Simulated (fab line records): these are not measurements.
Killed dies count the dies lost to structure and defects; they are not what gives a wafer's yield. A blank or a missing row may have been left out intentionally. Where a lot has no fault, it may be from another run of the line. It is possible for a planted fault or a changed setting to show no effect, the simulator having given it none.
Which tool is to blame?    flow sky130    14 lots with 40 wafers sampled at 2 steps, on a route of 708 steps

WHAT EACH GAUGE READ, for each wafer
The record lacks any reading of a measuring or inspecting step that a usual standard deviation could be used to judge.

WHICH TOOL RAN EACH LOT (tool, then ch and the chambers of the sampled wafers, then the start)
lot   SKY_METAL4_ETCH_16                SKY_PAD_OPEN_PROBE_99
L540  rieMetal-01 ch 0,1, day 42 09:32  -
L541  rieMetal-04 ch 1, day 42 17:17    -
L543  rieMetal-04 ch 0,1, day 42 22:29  -
L542  rieMetal-01 ch 0, day 43 03:59    -
L544  rieMetal-03 ch 0,1, day 43 05:30  prober-02, day 47 04:33
L545  rieMetal-01 ch 1, day 43 13:18    prober-01, day 47 10:34
L546  rieMetal-01 ch 0, day 43 19:39    -
L553  rieMetal-04 ch 0,1, day 45 10:44  prober-01, day 49 01:45
L555  rieMetal-03 ch 0,1, day 46 02:13  -
L556  rieMetal-04 ch 0,1, day 46 07:29  -
L559  rieMetal-03 ch 0,1, day 47 00:30  prober-01, day 50 08:50
L561  rieMetal-01 ch 0,1, day 47 17:11  prober-01, day 50 21:48
L562  rieMetal-01 ch 0, day 47 17:32    prober-02, day 50 22:57
L563  rieMetal-01 ch 0,1, day 47 22:55  -
- SKY_METAL4_ETCH_16: etches BARC in N2/H2, stops on SiO2, time 88.2 s, target depth 60 nm.
- SKY_PAD_OPEN_PROBE_99

WHAT THE TOOLS THEMSELVES READ (means of the sampled wafers that have a number; where no wafer has one, the mark that the record gives instead)
SKY_METAL4_ETCH_16.
lot   tool         drypumpMotorCurrentA (A)  oesProductAu (a.u.)  runLengthS (s)  throttleValvePct (%)
L540  rieMetal-01  5.5                       0.624                116.5           13.202
L541  rieMetal-04  5.7                       0.624                116.4           13.207
L543  rieMetal-04  6.2                       0.627                116.4           13.200
L542  rieMetal-01  5.6                       0.625                116.4           13.192
L544  rieMetal-03  5.7                       0.623                116.7           13.198
L545  rieMetal-01  5.2                       0.688                106.1           13.208
L546  rieMetal-01  5.7                       0.689                105.3           13.212
L553  rieMetal-04  6.0                       0.622                116.4           13.199
L555  rieMetal-03  5.6                       0.635                116.9           13.207
L556  rieMetal-04  5.9                       0.626                116.5           13.197
L559  rieMetal-03  6.0                       0.620                116.8           13.207
L561  rieMetal-01  5.5                       0.627                116.3           13.207
L562  rieMetal-01  5.7                       0.629                116.4           13.208
L563  rieMetal-01  5.5                       0.626                116.4           13.218

SKY_PAD_OPEN_PROBE_99.
lot   tool       defectLimitedYield (%)  killed_at_M0_to_M3  killed_at_M4_up  killedAtContacts  killedAtFrontEnd  killedAtOther  killedDies  killedOpen  killedShort  sort_bin_3_pad_short (%)  sort_bin_5_function (%)  sort_bin_6_memory (%)  sortNPass  sortYieldPct (%)
L544  prober-02  82.3                    43                  2.0              28                14                0.3            87          48          39           0.5                       10.8                     6.4                    405        82.3
L545  prober-01  82.5                    47                  7.0              24                8                 0.0            86          44          42           1.0                       10.7                     5.8                    406        82.5
L553  prober-01  81.7                    45                  1.0              31                13                0.3            90          51          39           1.1                       10.7                     6.5                    402        81.7
L559  prober-01  82.3                    42                  3.7              28                14                0.3            87          53          34           0.9                       10.9                     5.9                    405        82.3
L561  prober-01  84.1                    44                  2.7              16                13                1.3            78          39          39           1.3                       9.4                      5.1                    414        84.1
L562  prober-02  83.8                    40                  2.3              19                18                0.0            80          39          39           0.8                       9.4                      6.0                    412        83.8

THE ANSWER, worked out from the rows above alone
Rule: usual is defined by the lots themselves. Put in order of their means at a reading, lots are off if they are a third of the lots or fewer, leave a main group of 4 or more, and stand apart from it by a gap of 3 or more times the standard deviation of the main group's means; of several such gaps the widest counts. A main group is skipped when, at the precision printed for the reading in the tables above, its means are all equal. A lot without any number at a reading at which 4 lots or more have one is off too. Any other lot the step has rows for is counted as sound. The gauges are gone through in route order, then the tools' own readings, and for those a lot's mean is taken as printed above. The first step at which some lot is off is used, and at that step the reading that is off furthest; a lot without a number counts as furthest.
Off: L545, L546 (SKY_METAL4_ETCH_16, runLengthS). The main group: mean 116.5 s, standard deviation 0.18.
A tool fits if, at that step or a process step before it, it ran every lot that is off, and no sound lot after the first of them. Of those tried, none fits.

WHAT THE SIMULATOR PUT IN
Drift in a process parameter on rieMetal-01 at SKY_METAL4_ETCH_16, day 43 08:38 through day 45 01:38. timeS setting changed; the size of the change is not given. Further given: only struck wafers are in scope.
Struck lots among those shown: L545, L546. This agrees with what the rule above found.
